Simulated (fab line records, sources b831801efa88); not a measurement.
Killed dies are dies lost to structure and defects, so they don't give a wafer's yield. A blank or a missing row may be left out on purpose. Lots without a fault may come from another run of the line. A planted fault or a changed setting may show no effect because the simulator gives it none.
A struck lot beside a sound one | flow sky130 | 44 steps out of a route of 708
Sound: wafers L314.1, L314.4, L314.5. Struck: wafer L305.2. (L305.1 of the same lot was not struck and is left out.) The cause comes at the end.
At each step with rows: each side's tool, then ch and its chambers, then its first start. Under that, the readings that differ: sound wafers | struck wafers | difference of the means | sigmas: that difference in standard deviations of wafers without a fault.
alike: readings whose means differ by less than 2 such deviations, and words and numbers that are the same on both sides. not compared: withheld readings, readings that some wafer has no value for, bounds like >300 that may hide the same value, and numbers for which the record gives no deviation and whose values overlap.
The two part at a step that has a row with sigmas, a row that says differs or no value, or rows on one side only. Numbers that don't overlap but have no deviation are shown without sigmas and don't part them. A reading that every wafer of one side lacks parts them only if that side has two wafers or more.

SKY_SONOS_ONO_THK_MEAS_03:
  sound on film_metro-04, day 18 14:28; struck on film_metro-03, day 15 16:07
  reading                   | sound             | struck | difference | sigmas
  SONOS_ONO_CVD_02_THK (nm) | 10.40 10.25 10.35 | 10.62  | +0.29      | +2
then, 1 step without rows for these wafers: SKY_SONOS_ONO_CVD_04 (deposits SiO2 from SiH4/N2O, target thk 5.7199 nm).
SKY_SONOS_ONO_THK_MEAS_05:
  sound on film_metro-02, day 18 16:25; struck on film_metro-02, day 15 17:25
  alike: SONOS_ONO_CVD_04_THK
then, 7 steps without rows for these wafers: SKY_SONOS_ONO_DEHYDRATE_06 (time 60 s); SKY_SONOS_ONO_HMDS_07 (prime time 60 s); SKY_SONOS_ONO_COAT_08 (resist thk 1140 nm); SKY_SONOS_ONO_SOFTBAKE_09 (time 60 s); SKY_SONOS_ONO_EXPOSE_10 (exposes mask ONOM, target cd 410 nm); SKY_SONOS_ONO_PEB_11; SKY_SONOS_ONO_DEVELOP_12 (develop time 60 s).
SKY_SONOS_ONO_CD_MEAS_13: target cd 410 nm.
  sound on cd_sem-02, day 19 23:25; struck on cd_sem-02, day 16 21:46
  alike: cd_nm
SKY_SONOS_ONO_OVL_MEAS_14:
  sound on overlay-02, day 19 23:32; struck on overlay-02, day 16 21:53
  alike: SONOS_ONO_OVL
SKY_SONOS_ONO_ETCH_15: etches the open film in CHF3/O2, target depth 19.52 nm, time 7.8 s.
  sound on rie_diel-03 ch 1,2, day 19 23:34; struck on rie_diel-01 ch 2, day 16 21:55
  reading                                        | sound             | struck | difference | sigmas
  model.etch.depth_nm (nm)                       | 19.35 19.37 19.45 | 3.245  | -16.145    |
  model.SONOS_ONO.feature_depth_nm (nm)          | 19.35 19.37 19.45 | 3.245  | -16.145    |
  model.NOVOLAK_of_SONOS_ONO_COAT_08.thk_nm (nm) | 1120 1124 1123    | 1133   | +11        |
  alike: drypump_motor_current_A, oes_product_au, throttle_valve_pct
  not compared: rf_fwd_power_W, rf_hours_counter_h
then, 1 step without rows for these wafers: SKY_SONOS_ONO_WET_ETCH_16 (etches SiO2 in dHF, target depth 14 nm, time 280 s).
SKY_SONOS_ONO_STRIP_17: strips in O2/N2.
  sound on plasma_asher-02 ch 0,1, day 19 23:40; struck on plasma_asher-02 ch 1, day 16 22:01
  reading                      | sound             | struck | difference | sigmas
  strip_time_to_endpoint_s (s) | 14.04 14.09 14.08 | 14.21  | +0.14      | +4
  alike: drypump_motor_current_A, oes_product_au
  not compared: rf_hours_counter_h
then, 3 steps without rows for these wafers: SKY_SONOS_ONO_WET_ETCH_18 (etches Si3N4 in H3PO4, target depth 15 nm, time 172 s); SKY_GATE_OXIDE_CLEAN_00 (cleans in SC1/SC2, time 150 s); SKY_GATE_OXIDE_OXIDATION_01 (stabilise 600 s, purge 300 s, target thk 10.268 nm).
SKY_GATE_OXIDE_THK_MEAS_02:
  sound on film_metro-01, day 20 01:29; struck on film_metro-01, day 17 00:58
  reading                          | sound             | struck | difference | sigmas
  GATE_OXIDE_OXIDATION_00_THK (nm) | 10.66 10.61 10.62 | 10.09  | -0.54      | -3
then, 7 steps without rows for these wafers: SKY_GATE_OXIDE_DEHYDRATE_03 (time 60 s); SKY_GATE_OXIDE_HMDS_04 (prime time 60 s); SKY_GATE_OXIDE_COAT_05 (resist thk 1140 nm); SKY_GATE_OXIDE_SOFTBAKE_06 (time 60 s); SKY_GATE_OXIDE_EXPOSE_07 (exposes mask LVOM, target cd 600 nm); SKY_GATE_OXIDE_PEB_08; SKY_GATE_OXIDE_DEVELOP_09 (develop time 60 s).
SKY_GATE_OXIDE_OVL_MEAS_10:
  sound on overlay-02, day 21 09:08; struck on overlay-01, day 18 06:22
  alike: GATE_OXIDE_OVL
then, 2 steps without rows for these wafers: SKY_GATE_OXIDE_IMPLANT_11; SKY_GATE_OXIDE_WET_ETCH_12 (etches SiO2 in dHF, target depth 16.8 nm, time 336 s).
SKY_GATE_OXIDE_STRIP_13: strips in O2/N2.
  sound on plasma_asher-02 ch 0, day 21 09:26; struck on plasma_asher-03 ch 0, day 18 06:39
  alike: drypump_motor_current_A, oes_product_au, strip_time_to_endpoint_s
  not compared: rf_hours_counter_h
SKY_GATE_OXIDE_TW_MEAS_14:
  sound on film_metro-02, day 21 09:32; struck on film_metro-02, day 18 06:45
  alike: GATE_OXIDE_TW
then, 3 steps without rows for these wafers: SKY_GATE_OXIDE_CLEAN_15 (cleans in SC1/SC2, time 150 s); SKY_GATE_OXIDE_OXIDATION_16 (stabilise 600 s, purge 300 s, target thk 3.57 nm); SKY_POLY_GATE_CVD_00 (deposits poly-Si, target thk 180 nm, time 720 s).
SKY_POLY_GATE_THK_MEAS_01:
  sound on film_metro-01, day 21 12:22; struck on film_metro-01, day 18 10:08
  alike: POLY_GATE_CVD_00_THK
then, 7 steps without rows for these wafers: SKY_RES_PROTECT_DEHYDRATE_00 (time 60 s); SKY_RES_PROTECT_HMDS_01 (prime time 60 s); SKY_RES_PROTECT_COAT_02 (resist thk 1140 nm); SKY_RES_PROTECT_SOFTBAKE_03 (time 60 s); SKY_RES_PROTECT_EXPOSE_04 (exposes mask RPM, target cd 1270 nm); SKY_RES_PROTECT_PEB_05; SKY_RES_PROTECT_DEVELOP_06 (develop time 60 s).
-- the record jumps here: 14 days lie between the struck wafers' starts before and after (it left off in module RES_PROTECT and takes up again in module SALICIDE, whose first step shown is number 361 of the route) --
SKY_SALICIDE_CLEAN_00: cleans in HF-last, time 30 s.
  sound on wet_bench-03 ch 1, day 35 03:08; struck on wet_bench-02 ch 2, day 32 13:27
  reading                                    | sound         | struck | difference | sigmas
  model.SiO2_of_FIELD_ISO_CVD_24.thk_nm (nm) | 360 360 359.7 | 362.9  | +3.0       |
-- the record jumps here: 17 days lie between the struck wafers' starts before and after (it left off in module SALICIDE and takes up again in module PAD_OPEN, whose first step shown is number 708 of the route) --
SKY_PAD_OPEN_PROBE_99:
  sound on prober-01, day 51 04:29; struck on prober-01, day 49 12:53
  reading                                | sound                        | struck    | difference | sigmas
  model.etest.nfet_16v.r_on_ohm_um       | 1.405e+04 1.42e+04 1.408e+04 | 1.769e+04 | +3.580e+03 |
  model.etest.pfet_16v.r_on_ohm_um       | 1.55e+04 1.561e+04 1.559e+04 | 1.654e+04 | +9.733e+02 |
  model.etest.pfet_g5v0d10v5.r_on_ohm_um | 4892 4894 4883               | 5534      | +644       |
  model.etest.nfet_g5v0d10v5.r_on_ohm_um | 1902 1928 1934               | 2474      | +553       |
  model.etest.nfet_g5v0d10v5.drive_ua_um | 579.5 586.1 588.7            | 399.8     | -185.0     |
  model.etest.tip_sonos.rs_ohm_sq        | 2798 2774 2789               | 2719      | -68        |
  model.etest.nfet_05v0_nvt.drive_ua_um  | 554.1 559.5 560.1            | 422.2     | -135.7     |
  model.etest.nfet_16v.drive_ua_um       | 214 217.1 217.4              | 134       | -82        |
  alike: killed_at_M0_to_M3, killed_at_M4_up, killed_at_contacts, killed_at_front_end, killed_at_other, killed_dies, killed_open, killed_short

WHERE THEY PART
First at SKY_SONOS_ONO_THK_MEAS_03; last, within this record, at SKY_GATE_OXIDE_THK_MEAS_02. Later steps at which nothing parts them and some readings are alike: SKY_GATE_OXIDE_OVL_MEAS_10, SKY_GATE_OXIDE_STRIP_13, SKY_GATE_OXIDE_TW_MEAS_14, SKY_POLY_GATE_THK_MEAS_01, SKY_PAD_OPEN_PROBE_99.

WHY: what the simulator had put in
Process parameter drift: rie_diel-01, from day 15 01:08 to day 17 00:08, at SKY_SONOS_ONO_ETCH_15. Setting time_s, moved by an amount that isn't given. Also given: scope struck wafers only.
